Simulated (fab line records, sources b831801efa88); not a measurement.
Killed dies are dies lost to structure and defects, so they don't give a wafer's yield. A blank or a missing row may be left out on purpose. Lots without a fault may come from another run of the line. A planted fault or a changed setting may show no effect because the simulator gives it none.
A struck lot beside a sound one | flow sky130 | 43 steps out of a route of 708
Sound: wafers L637.2, L637.3, L637.4. Struck: wafers L649.1, L649.3, L649.4. The cause comes at the end.
At each step with rows: each side's tool, then ch and its chambers, then its first start. Under that, the readings that differ: sound wafers | struck wafers | difference of the means | sigmas: that difference in standard deviations of wafers without a fault.
alike: readings whose means differ by less than 2 such deviations, and words and numbers that are the same on both sides. not compared: withheld readings, readings that some wafer has no value for, bounds like >300 that may hide the same value, and numbers for which the record gives no deviation and whose values overlap.
The two part at a step that has a row with sigmas, a row that says differs or no value, or rows on one side only. Numbers that don't overlap but have no deviation are shown without sigmas and don't part them. A reading that every wafer of one side lacks parts them only if that side has two wafers or more.

first, 4 steps without rows for these wafers: SKY_VIA4_STRIP_14 (strips in post etch residue remover, time 1200 s); SKY_VIA4_CLEAN_15 (cleans in IPA, time 180 s); SKY_VIA4_CLEAN_16 (cleans in O3/DIW); SKY_VIA4_SPUTTER_17 (material TiN, target thk 20 nm, time 80 s).
SKY_VIA4_CVD_18: deposits W, target thk 505 nm, time 152.14 s.
  sound on cvd_w-02 ch 0,1, day 45 09:07; struck on cvd_w-01 ch 0,1, day 48 18:41
  alike: heater_power_outer_w, heater_power_w
SKY_VIA4_RS_MEAS_19: measures by four-point-probe.
  sound on film_metro-01, day 45 09:17; struck on film_metro-01, day 48 18:50
  alike: VIA4_W_RS
SKY_VIA4_THK_MEAS_20: measures by xrf.
  sound on film_metro-01, day 45 09:23; struck on film_metro-01, day 48 18:58
  alike: VIA4_W_THK
then, 2 steps without rows for these wafers: SKY_VIA4_CMP_21 (polishes, stops on SiO2, t overpolish 25 s, target thk 0 nm); SKY_METAL5_SPUTTER_00 (material Ti, target thk 15 nm, time 10 s).
SKY_METAL5_SPUTTER_01: material TiN, target thk 20 nm, time 16.7 s.
  sound on pvd_sputter-03, day 45 09:46; struck on pvd_sputter-02, day 48 19:20
  alike: throttle_valve_pct
then, 2 steps without rows for these wafers: SKY_METAL5_SPUTTER_02 (material AlCu, target thk 1150 nm, time 61.2 s); SKY_METAL5_SPUTTER_03 (material Ti, target thk 5 nm, time 3.3 s).
SKY_METAL5_SPUTTER_04: material TiN, target thk 70 nm, time 58.3 s.
  sound on pvd_sputter-03, day 45 09:52; struck on pvd_sputter-02, day 48 19:26
  alike: throttle_valve_pct
SKY_METAL5_RS_MEAS_05: measures by four-point-probe.
  sound on film_metro-04, day 45 09:56; struck on film_metro-03, day 48 19:29
  alike: METAL5_ALCU_RS
SKY_METAL5_THK_MEAS_06: measures by xrf.
  sound on film_metro-04, day 45 10:02; struck on film_metro-03, day 48 19:36
  alike: METAL5_ALCU_THK
then, 7 steps without rows for these wafers: SKY_METAL5_DEHYDRATE_07 (time 60 s); SKY_METAL5_HMDS_08 (prime time 60 s); SKY_METAL5_COAT_09 (resist thk 1800 nm); SKY_METAL5_SOFTBAKE_10 (time 60 s); SKY_METAL5_EXPOSE_11 (exposes mask MM5, target cd 1600 nm); SKY_METAL5_PEB_12; SKY_METAL5_DEVELOP_13 (develop time 60 s).
SKY_METAL5_DESCUM_14: chemistry O2, time 11 s.
  sound on rie_metal-01 ch 1, day 46 08:35; struck on rie_metal-04 ch 0,1, day 49 14:27
  alike: drypump_motor_current_A, oes_product_au
  not compared: rf_hours_counter_h
then, 5 steps without rows for these wafers: SKY_METAL5_METAL_ETCH_15 (etches the open film in Cl2/BCl3, stops on SiO2, target depth 1260 nm, time 252 s); SKY_METAL5_STRIP_16 (strips in O2/N2); SKY_METAL5_STRIP_17 (strips in post etch residue remover, time 1200 s); SKY_METAL5_CLEAN_18 (cleans in IPA, time 180 s); SKY_METAL5_CLEAN_19 (cleans in O3/DIW).
SKY_PASSIVATION_CVD_00: deposits SiO2, target thk 90 nm.
  sound on pecvd-01 ch 0,1,2, day 46 09:47; struck on pecvd-03 ch 1,2, day 49 15:19
  alike: heater_power_outer_w, heater_power_w
SKY_PASSIVATION_THK_MEAS_01:
  sound on film_metro-02, day 46 09:50; struck on film_metro-03, day 49 15:20
  alike: PASSIVATION_CVD_00_THK
then, 1 step without rows for these wafers: SKY_PASSIVATION_CVD_02 (deposits Si3N4, target thk 540 nm).
SKY_PASSIVATION_THK_MEAS_03:
  sound on film_metro-02, day 46 10:13; struck on film_metro-01, day 49 15:44
  alike: PASSIVATION_CVD_02_THK
then, 7 steps without rows for these wafers: SKY_PASSIVATION_DEHYDRATE_04 (time 60 s); SKY_PASSIVATION_HMDS_05 (prime time 60 s); SKY_PASSIVATION_COAT_06 (resist thk 3000 nm); SKY_PASSIVATION_SOFTBAKE_07; SKY_PASSIVATION_EXPOSE_08 (exposes mask NSM, target cd 3000 nm); SKY_PASSIVATION_PEB_09; SKY_PASSIVATION_DEVELOP_10 (develop time 60 s).
SKY_PASSIVATION_ETCH_11: etches the open film in CF4/O2, stops on AlCu, target depth 725 nm, time 161.1 s.
  sound on rie_diel-02 ch 0,2,3, day 47 06:27; struck on rie_diel-02 ch 0,1,3, day 50 10:19
  alike: drypump_motor_current_A, oes_product_au, throttle_valve_pct
  not compared: rf_hours_counter_h
then, 2 steps without rows for these wafers: SKY_PASSIVATION_STRIP_12 (strips in O2/N2); SKY_PAD_OPEN_DEHYDRATE_00 (time 60 s).
SKY_PAD_OPEN_PROBE_99:
  sound on prober-02, day 48 05:22; struck on prober-01, day 51 06:24
  reading                               | sound              | struck            | difference | sigmas
  defect_limited_yield (%)              | 82.9 82.5 82.5     | 72.6 77.4 72.4    | -8.5       | -5
  killed_at_M4_up                       | 4 2 2              | 63 31 67          | +51        | +34
  killed_dies                           | 84 86 86           | 135 111 136       | +42        | +5
  sort_bin_3_pad_short (%)              | 1.0 0.8 0.4        | 3.7 2.0 4.1       | +2.5       | +6
  sort_bin_5_function (%)               | 9.8 10.4 9.8       | 17.5 13.4 16.5    | +5.8       | +4
  sort_n_pass                           | 408 406 406        | 357 381 356       | -42        | -5
  sort_yield_pct (%)                    | 82.9 82.5 82.5     | 72.6 77.4 72.4    | -8.5       | -5
  model.etest.tester.sort_n_pass        | 408 406 406        | 357 381 356       | -42        |
  model.etest.tester.sort_yield_pct (%) | 82.93 82.52 82.52  | 72.56 77.44 72.36 | -8.54      |
  model.etest.tester.sort_bin_5_pct (%) | 9.756 10.37 9.756  | 17.48 13.41 16.46 | +5.82      |
  model.etest.tester.sort_bin_3_pct (%) | 1.016 0.813 0.4065 | 3.659 2.033 4.065 | +2.507     |
  alike: killed_at_M0_to_M3, killed_at_contacts, killed_at_front_end, killed_at_other, killed_open, killed_short, sort_bin_6_memory

WHERE THEY PART
Only at SKY_PAD_OPEN_PROBE_99, within this record.

WHY: what the simulator had put in
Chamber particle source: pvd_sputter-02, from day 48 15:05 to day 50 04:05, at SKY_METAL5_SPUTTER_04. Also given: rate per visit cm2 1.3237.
